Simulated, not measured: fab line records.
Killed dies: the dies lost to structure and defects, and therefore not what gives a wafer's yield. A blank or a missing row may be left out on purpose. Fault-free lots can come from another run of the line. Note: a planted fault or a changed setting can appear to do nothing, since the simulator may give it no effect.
Which tool did it?	flow gf180mcu	13 lots, 39 wafers sampled, at 3 steps of a route of 602

WHAT THE GAUGES SHOWED, per wafer
GF_V4_OVL_MEAS_15.
lot	measured	on	V4_OVL (nm)
L367	day 25 19:35	overlay-01	1 2 -2
L366	day 25 22:59	overlay-01	-3 7 4
L369	day 26 17:08	overlay-02	-1 -3 -6
L370	day 27 03:11	overlay-01	0 -7 -6
L372	day 27 10:32	overlay-01	-1 0 -3
L371	day 27 12:59	overlay-02	2 -7 -3
L374	day 28 03:44	overlay-02	-8 0 -6
L375	day 28 07:08	overlay-01	2 1 7
L376	day 28 14:29	overlay-02	-3 -3 -5
L377	day 28 19:53	overlay-01	0 -11 -4
L378	day 29 01:11	overlay-02	5 3 3
L379	day 29 05:32	overlay-01	10 7 14
L386	day 31 09:14	overlay-02	6 -5 -4

WHICH TOOL RAN EACH LOT (tool, then ch and the chambers of the sampled wafers, then the start)
lot	GF_V3_SPUTTER_22	GF_V4_CVD_02
L367	pvd sputter-04, day 23 22:51	pecvd-04 ch 0,2, day 24 22:04
L366	pvd sputter-04, day 24 00:16	pecvd-01 ch 0,1,2, day 25 00:31
L369	pvd sputter-03, day 24 20:24	pecvd-04 ch 1,2, day 25 19:26
L370	pvd sputter-04, day 25 07:08	pecvd-04 ch 0,2, day 26 05:36
L372	pvd sputter-04, day 25 14:21	pecvd-01 ch 0,1, day 26 13:39
L371	pvd sputter-01, day 25 16:59	pecvd-01 ch 1,2, day 26 15:47
L374	pvd sputter-03, day 26 09:21	pecvd-04 ch 0,1,2, day 27 07:11
L375	pvd sputter-03, day 26 11:35	pecvd-04 ch 0,2, day 27 09:57
L376	pvd sputter-04, day 26 20:15	pecvd-01 ch 0,1,2, day 27 18:43
L377	pvd sputter-04, day 27 02:07	pecvd-01 ch 1,2, day 28 00:08
L378	pvd sputter-01, day 27 07:39	pecvd-03 ch 0,1, day 28 05:23
L379	pvd sputter-04, day 27 11:41	pecvd-04 ch 1,2, day 28 09:35
L386	pvd sputter-03, day 29 18:05	pecvd-03 ch 0,1,2, day 30 14:50
- GF_V3_SPUTTER_22: material TiN, target thk 10 nm, time 40 s.
- GF_V4_CVD_02: deposits SiO2 from TEOS, target thk 850 nm, time 94.851 s.

AS READ BY THE TOOLS THEMSELVES (means over the sampled wafers that have a number; for cases with no such wafer, the mark the record gives instead)
GF_V3_SPUTTER_22.
lot	tool	chamber pressure pa (Pa)	throttle valve pct (%)
L367	pvd sputter-04	5.010	30.4
L366	pvd sputter-04	5.010	30.8
L369	pvd sputter-03	4.998	29.6
L370	pvd sputter-04	5.000	30.0
L372	pvd sputter-04	4.997	29.9
L371	pvd sputter-01	5.005	29.7
L374	pvd sputter-03	4.997	29.7
L375	pvd sputter-03	5.008	29.7
L376	pvd sputter-04	4.987	30.5
L377	pvd sputter-04	4.995	30.5
L378	pvd sputter-01	5.006	31.3
L379	pvd sputter-04	4.997	29.8
L386	pvd sputter-03	4.998	29.3

GF_V4_CVD_02.
lot	tool	heater power w (W)
L367	pecvd-04	680
L366	pecvd-01	639
L369	pecvd-04	732
L370	pecvd-04	726
L372	pecvd-01	629
L371	pecvd-01	659
L374	pecvd-04	694
L375	pecvd-04	750
L376	pecvd-01	671
L377	pecvd-01	627
L378	pecvd-03	603
L379	pecvd-04	597
L386	pecvd-03	606

THE ANSWER, worked out from the rows above alone
Rule: the usual values come from the lots themselves. Put in order of their means at a reading, lots are off if they are a third of the lots or fewer, leave a main group of 4 or more, and stand apart from it by a gap of 3 or more times the standard deviation of the main group's means; of several such gaps the widest counts. A main group whose means are all the same, to the digits that the tables above print for the reading, isn't used. A lot without any number at a reading at which 4 lots or more have one is off too. All remaining lots with rows at the step are treated as sound. The gauges are gone through in route order, then the tools' own readings, and for those a lot's mean is taken as printed above. The first step at which some lot is off is used, and at that step the reading that is off furthest; a lot without a number counts as furthest.
None of the lots is off at any reading shown; this tells nothing.

WHAT WAS PUT IN BY THE SIMULATOR
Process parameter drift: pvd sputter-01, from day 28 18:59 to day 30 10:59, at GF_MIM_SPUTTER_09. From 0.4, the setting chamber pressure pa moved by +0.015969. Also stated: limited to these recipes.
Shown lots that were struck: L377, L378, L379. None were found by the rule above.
